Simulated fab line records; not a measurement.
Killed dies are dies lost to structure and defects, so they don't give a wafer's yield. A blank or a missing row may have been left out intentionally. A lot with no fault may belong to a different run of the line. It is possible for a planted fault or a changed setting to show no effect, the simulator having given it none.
fab line records	flow sky130
record lots=6	wafers=18	lastDay=50
route steps=708 shown METAL1@435
lots that met no fault: from a run of the same line without faults
startH: hours from the record's opening day to when the first of the lot's shown wafers began	waitH: hours since the lot's step before	" same as the row above	L1.1+2: several wafers, shown together as one row	- no value, or no start given	* or withheld: withheld	< > ~ a bound
route shown NAME@n: names a module that has steps shown in the file, with the first one's number in the route	usual: the fault-free wafers' mean and standard deviation	same: alike in all rows	chamber/n: place in a boat	sites: readings site by site	_std_site: the standard deviation of these	_edge_site: the outer-site mean with the inner-site mean subtracted	radiusMm: for every site, how far away it sits from the centre of the wafer	mask NAME#n: copy n	behind: the tool/chamber that last shaped the wafer	hold: what put the lot on hold/how long, in hours/how the hold closed	device: the n, p or np transistor that did not switch	end of line: the route-end tests of the same wafers	for a step that has no rows: nothing shown but its recipe	killed: count of dies lost to structure and defects at first sort (not the wafer's yield)	map: a wafer's dies, marking killed ones x, the rest . and places with no die _
set.NAME: the setting that was run; set.NAME@STEP: the one run at that earlier step	model.NAME: the simulator's own value behind a step, which no gauge read
lots seen at some steps along the route; tables by step, rows by wafer
services: the hour from which a tool's chamber was out of use, counted from the record's first day as startH (under 0 if before that day), plus the number of hours and why
## steps
# step SKY_METAL1_SPUTTER_01
# recipe material=TiN	targetThkNm=20	powerW=6500	timeS=16.7	chamberPressurePa=0.4
# usual throttleValvePct=29.5/1
lot.wafer	tool	chamber	startH	waitH	throttleValvePct
L741.3	pvdSputter-02	-	787.97	0.0	27.5
L741.4	"	-	"	"	30.0
L741.5	"	-	"	"	29.0
L745.1	pvdSputter-02	-	824.52	0.0	29.0
L745.3	"	-	"	"	29.3
L745.6	"	-	"	"	29.0
L746.2	pvdSputter-04	-	824.71	0.0	29.2
L746.4	"	-	"	"	27.3
L746.6	"	-	"	"	27.1
L751.3	pvdSputter-02	-	866.36	0.0	29.4
L751.5	"	-	"	"	29.6
L751.6	"	-	"	"	29.9
L758.1	pvdSputter-04	-	896.19	0.0	30.6
L758.2	"	-	"	"	29.2
L758.3	"	-	"	"	28.8
L759.1	pvdSputter-04	-	903.10	0.0	29.4
L759.4	"	-	"	"	30.4
L759.5	"	-	"	"	27.5
# step SKY_METAL1_SPUTTER_02
# recipe material=AlCu	targetThkNm=250	powerW=10600	timeS=13.3	chamberPressurePa=0.4
# usual throttleValvePct=29.5/0.99
lot.wafer	tool	chamber	startH	waitH	throttleValvePct
L741.3	pvdSputter-02	-	788.00	0.0	27.6
L741.4	"	-	"	"	30.0
L741.5	"	-	"	"	29.2
L745.1	pvdSputter-02	-	824.55	0.0	29.3
L745.3	"	-	"	"	29.6
L745.6	"	-	"	"	29.1
L746.2	pvdSputter-04	-	824.74	0.0	29.0
L746.4	"	-	"	"	27.5
L746.6	"	-	"	"	27.6
L751.3	pvdSputter-02	-	866.39	0.0	29.4
L751.5	"	-	"	"	29.5
L751.6	"	-	"	"	29.7
L758.1	pvdSputter-04	-	896.22	0.0	30.3
L758.2	"	-	"	"	29.3
L758.3	"	-	"	"	29.4
L759.1	pvdSputter-04	-	903.13	0.0	29.6
L759.4	"	-	"	"	30.5
L759.5	"	-	"	"	27.5
# step SKY_METAL1_SPUTTER_03
# recipe material=Ti	targetThkNm=5	powerW=3000	timeS=3.3	chamberPressurePa=0.4
# usual throttleValvePct=29.5/1
lot.wafer	tool	chamber	startH	waitH	throttleValvePct
L741.3	pvdSputter-02	-	788.02	0.0	27.4
L741.4	"	-	"	"	30.1
L741.5	"	-	"	"	29.0
L745.1	pvdSputter-02	-	824.57	0.0	29.2
L745.3	"	-	"	"	29.6
L745.6	"	-	"	"	29.1
L746.2	pvdSputter-04	-	824.76	0.0	28.9
L746.4	"	-	"	"	27.2
L746.6	"	-	"	"	27.5
L751.3	pvdSputter-02	-	866.41	0.0	29.5
L751.5	"	-	"	"	29.2
L751.6	"	-	"	"	29.7
L758.1	pvdSputter-04	-	896.24	0.0	30.6
L758.2	"	-	"	"	29.5
L758.3	"	-	"	"	29.0
L759.1	pvdSputter-04	-	903.15	0.0	29.4
L759.4	"	-	"	"	30.8
L759.5	"	-	"	"	27.5
# step SKY_METAL1_SPUTTER_04
# recipe material=TiN	targetThkNm=70	powerW=6500	timeS=58.3	chamberPressurePa=0.4
# usual throttleValvePct=29.6/1
lot.wafer	tool	chamber	startH	waitH	throttleValvePct
L741.3	pvdSputter-02	-	788.04	0.0	27.7
L741.4	"	-	"	"	29.9
L741.5	"	-	"	"	29.3
L745.1	pvdSputter-02	-	824.59	0.0	29.0
L745.3	"	-	"	"	29.4
L745.6	"	-	"	"	29.0
L746.2	pvdSputter-04	-	824.78	0.0	28.9
L746.4	"	-	"	"	27.4
L746.6	"	-	"	"	27.5
L751.3	pvdSputter-02	-	866.43	0.0	29.6
L751.5	"	-	"	"	29.5
L751.6	"	-	"	"	30.0
L758.1	pvdSputter-04	-	896.26	0.0	30.3
L758.2	"	-	"	"	29.4
L758.3	"	-	"	"	29.1
L759.1	pvdSputter-04	-	903.17	0.0	29.3
L759.4	"	-	"	"	30.4
L759.5	"	-	"	"	27.6
# step SKY_METAL1_RS_MEAS_05
# recipe thkMeasGauge=four-point-probe	reads=TiN_of_METAL1_SPUTTER_04+Ti_of_METAL1_SPUTTER_03+AlCu_of_METAL1_SPUTTER_02+TiN_of_METAL1_SPUTTER_01+Ti_of_METAL1_SPUTTER_00
# usual METAL1_ALCU_RS=0.1262/0.0013
lot.wafer	tool	chamber	startH	waitH	METAL1_ALCU_RS[ohm/sq]
L741.3	filmMetro-01	-	788.13	0.1	0.1261
L741.4	"	-	"	"	0.1273
L741.5	"	-	"	"	0.1263
L745.1	filmMetro-04	-	824.64	0.0	0.1277
L745.3	"	-	"	"	0.1263
L745.6	"	-	"	"	0.1284
L746.2	filmMetro-04	-	824.85	0.0	0.1262
L746.4	"	-	"	"	0.1270
L746.6	"	-	"	"	0.1265
L751.3	filmMetro-03	-	866.52	0.1	0.1280
L751.5	"	-	"	"	0.1279
L751.6	"	-	"	"	0.1286
L758.1	filmMetro-01	-	896.31	0.0	0.1248
L758.2	"	-	"	"	0.1252
L758.3	"	-	"	"	0.1260
L759.1	filmMetro-03	-	903.22	0.0	0.1270
L759.4	"	-	"	"	0.1256
L759.5	"	-	"	"	0.1270
# step SKY_METAL1_THK_MEAS_06
# recipe thkMeasGauge=xrf	reads=AlCu_of_METAL1_SPUTTER_02
# usual METAL1_ALCU_THK=248.1/2.9
lot.wafer	tool	chamber	startH	waitH	METAL1_ALCU_THK[nm]
L741.3	filmMetro-01	-	788.23	0.1	248.5
L741.4	"	-	"	"	246.8
L741.5	"	-	"	"	247.7
L745.1	filmMetro-04	-	824.76	0.1	245.5
L745.3	"	-	"	"	249.4
L745.6	"	-	"	"	244.8
L746.2	filmMetro-04	-	824.96	0.1	247.9
L746.4	"	-	"	"	247.3
L746.6	"	-	"	"	247.2
L751.3	filmMetro-03	-	866.62	0.1	244.4
L751.5	"	-	"	"	245.5
L751.6	"	-	"	"	245.8
L758.1	filmMetro-01	-	896.43	0.1	250.8
L758.2	"	-	"	"	250.3
L758.3	"	-	"	"	247.6
L759.1	filmMetro-03	-	903.34	0.1	245.0
L759.4	"	-	"	"	248.7
L759.5	"	-	"	"	247.4
# step SKY_METAL1_DEHYDRATE_07
# recipe tempC=200	timeS=60
# step SKY_METAL1_HMDS_08
# recipe primeTimeS=60	primeTempC=120
# step SKY_METAL1_COAT_09
# recipe resist=BARC	tempC=withheld	timeS=withheld	spinRpm=3000	resistThkNm=60
# step SKY_METAL1_COAT_10
# recipe resist=KrF-thick	spinRpm=3000	resistThkNm=450
# step SKY_METAL1_SOFTBAKE_11
# recipe tempC=100	timeS=90	resist=KrF-thick
# step SKY_METAL1_EXPOSE_12
# recipe maskId=MM1	na=0.8	sourceShape=annular	sigmaInner=0.55	sigmaOuter=0.85	targetCdNm=140	doseMj=28
# step SKY_METAL1_PEB_13
# recipe pebTempC=withheld	pebTimeS=withheld	resist=KrF-thick
# usual chillPlateTempC=*	exhaustPa=44.9/0.87
lot.wafer	tool	chamber	startH	waitH	chillPlateTempC	exhaustPa
L741.3	lithoTrack-04	0	813	-	*	45.8
L741.4	"	0	"	"	*	46.4
L741.5	"	0	"	"	*	46.5
L745.1	lithoTrack-01	-	849	-	-	-
L745.3	"	-	"	"	-	-
L745.6	"	-	850	-	-	-
L746.2	lithoTrack-02	-	850	-	-	-
L746.4	"	-	"	"	-	-
L746.6	"	-	"	"	-	-
L751.3	lithoTrack-04	0	892	-	*	43.6
L751.5	"	0	"	"	*	45.5
L751.6	"	0	"	"	*	44.5
L758.1	lithoTrack-01	0	921	-	*	45.5
L758.2	"	0	"	"	*	45.8
L758.3	"	0	"	"	*	45.8
L759.1	lithoTrack-01	0	928	-	*	45.9
L759.4	"	0	"	"	*	44.9
L759.5	"	0	"	"	*	45.7
# step SKY_METAL1_DEVELOP_14
# recipe developTimeS=60	resist=KrF-thick	devTempC=21
## services
tool	chamber	startH	hours	kind
pvdSputter-04	-	796.82	4.7	repair
pvdSputter-02	-	838.35	2.4	repair
pvdSputter-02	-	855.48	1.1	repair
pvdSputter-04	-	862.62	14.0	repair
## key
firstSign step=SKY_METAL1_PEB_13	reading=toolRecord	direction=missing
effect none on later readings
metAt SKY_METAL1_PEB_13
struckWafers L745.1,L745.3,L745.6,L746.2,L746.4,L746.6
laterRowsLeftOut L745.1,L745.3,L745.6,L746.2,L746.4,L746.6
sortLeftOut L745.1,L745.3,L745.6,L746.2,L746.4,L746.6
fault kind=skippedStepWhole	tool=lithoTrack-01,lithoTrack-02	chamber=-	onsetH=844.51	steps=SKY_METAL1_PEB_13	scope=struckLotsOnly
# sortLeftOut: the simulated sort isn't trusted on such a fault, so these wafers' sort isn't shown, and their yield isn't known
# laterRowsLeftOut: the simulator's readings of these wafers behind a module that went badly wrong aren't trusted and aren't shown, but for the sort
